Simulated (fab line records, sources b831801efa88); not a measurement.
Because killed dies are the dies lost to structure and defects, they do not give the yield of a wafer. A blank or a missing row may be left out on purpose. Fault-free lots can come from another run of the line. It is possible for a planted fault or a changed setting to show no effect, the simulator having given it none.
Struck lot and sound lot, side by side / flow sky130 / 37 steps out of a route of 708
Sound: these wafers, L137.3, L137.5, L137.6. Wafers struck: L144.3, L144.5, L144.6. Last of all comes the cause.
At each step with rows: each side's tool, then ch and its chambers, then its first start. Under that, the readings that differ: sound wafers / struck wafers / difference of the means / sigmas: that difference in standard deviations of wafers without a fault.
alike: readings whose means differ by less than 2 such deviations, and words and numbers that are the same on both sides. not compared: withheld readings, readings that some wafer has no value for, bounds like >300 that may hide the same value, and numbers for which the record gives no deviation and whose values overlap.
Wherever a step has rows on one side only, a row that says differs or no value, or a row with sigmas, the two part there. Non-overlapping numbers with no deviation appear without sigmas and do not part them. A reading missing from all wafers of one side parts the sides only when that side holds two or more wafers.

first, 10 steps without rows for these wafers: SKY_DNWELL_DEVELOP_06 (develop time 60 s); SKY_DNWELL_IMPLANT_07; SKY_DNWELL_STRIP_08 (strips in O2/N2); SKY_PWDE_DEHYDRATE_00 (time 60 s); SKY_PWDE_HMDS_01 (prime time 60 s); SKY_PWDE_COAT_02 (resist thk 3000 nm); SKY_PWDE_SOFTBAKE_03; SKY_PWDE_EXPOSE_04 (exposes mask PWDEM, target cd 840 nm); SKY_PWDE_PEB_05; SKY_PWDE_DEVELOP_06 (develop time 60 s).
SKY_PWDE_IMPLANT_08:
  sound on implanter-01 ch 0, day 4 02:19; struck on implanter-01 ch 0, day 6 08:52
reading=beam_on_s (s); sound=9.74 10.23 9.75; struck=12.34 12.33 12.31; difference=+2.42; sigmas=+13
reading=faraday_current_uA; sound=20.8 19.8 20.8; struck=16.4 16.5 16.5; difference=-4.0; sigmas=-11
then, 1 step without rows for these wafers: SKY_PWDE_STRIP_09 (strips in O2/N2).
SKY_PWDE_TW_MEAS_10:
  sound on film_metro-04 at day 4 02:32; struck on film_metro-04 at day 6 09:05
reading=PWDE_TW; sound=370.8 371.2 369.4; struck=393.1 391.7 395.9; difference=+23.1; sigmas=+8
then, 22 steps without rows for these wafers: SKY_NWELL_DEHYDRATE_03 (time 60 s); SKY_NWELL_HMDS_04 (prime time 60 s); SKY_NWELL_COAT_05 (resist thk 3000 nm); SKY_NWELL_SOFTBAKE_06; SKY_NWELL_EXPOSE_07 (exposes mask NWM, target cd 840 nm); SKY_NWELL_PEB_08; SKY_NWELL_DEVELOP_09 (develop time 60 s); SKY_NWELL_IMPLANT_11; SKY_NWELL_IMPLANT_12; SKY_NWELL_IMPLANT_13; SKY_NWELL_STRIP_14 (strips in O2/N2); SKY_NWELL_DEHYDRATE_16 (time 60 s); SKY_NWELL_HMDS_17 (prime time 60 s); SKY_NWELL_COAT_18 (resist thk 3000 nm); SKY_NWELL_SOFTBAKE_19; SKY_NWELL_EXPOSE_20 (exposes mask NWM COMPLEMENT, target cd 840 nm); SKY_NWELL_PEB_21; SKY_NWELL_DEVELOP_22 (develop time 60 s); SKY_NWELL_IMPLANT_24; SKY_NWELL_STRIP_25 (strips in O2/N2); SKY_NWELL_CLEAN_27 (cleans in SC1/SC2, time 150 s); SKY_NWELL_RTA_28 (time 30 s).
SKY_NWELL_RS_MEAS_31: a four-point-probe measurement.
  sound on film_metro-01 at day 5 14:01; struck on film_metro-01 at day 8 00:40
reading=PWDE_RS (ohm/sq); sound=5290 5304 5303; struck=4490 4484 4478; difference=-815; sigmas=-41
-- the record jumps here: 40 days lie between the struck wafers' starts before and after (it left off in module NWELL and takes up again in module PAD_OPEN, whose first step shown is number 708 of the route) --
SKY_PAD_OPEN_PROBE_99:
  sound on prober-01 at day 46 08:05; struck on prober-02 at day 48 11:36
reading=model.etest.res_p_drift_20v.line_ohm_um; sound=1.111e+04 1.107e+04 1.177e+04; struck=1.037e+04 1.028e+04 9986; difference=-1.105e+03; sigmas=
reading=model.etest.res_p_drift_20v.rs_ohm_sq; sound=9208 9334 9972; struck=8568 8726 8277; difference=-981; sigmas=
reading=model.etest.res_pwde_under_gate.rs_ohm_sq; sound=6266 6256 6222; struck=5139 5080 5128; difference=-1132; sigmas=
  alike: killed_at_M0_to_M3, killed_at_M4_up, killed_at_contacts, killed_at_front_end, killed_at_other, killed_dies, killed_open, killed_short

WHERE THEY PART
Last at SKY_NWELL_RS_MEAS_31 as far as this record goes, first at SKY_PWDE_IMPLANT_08. Later steps at which nothing parts them and some readings are alike: SKY_PAD_OPEN_PROBE_99.

WHY: what the simulator had put in
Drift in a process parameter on implanter-01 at SKY_PWDE_IMPLANT_08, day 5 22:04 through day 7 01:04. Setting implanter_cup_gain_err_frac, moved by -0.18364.
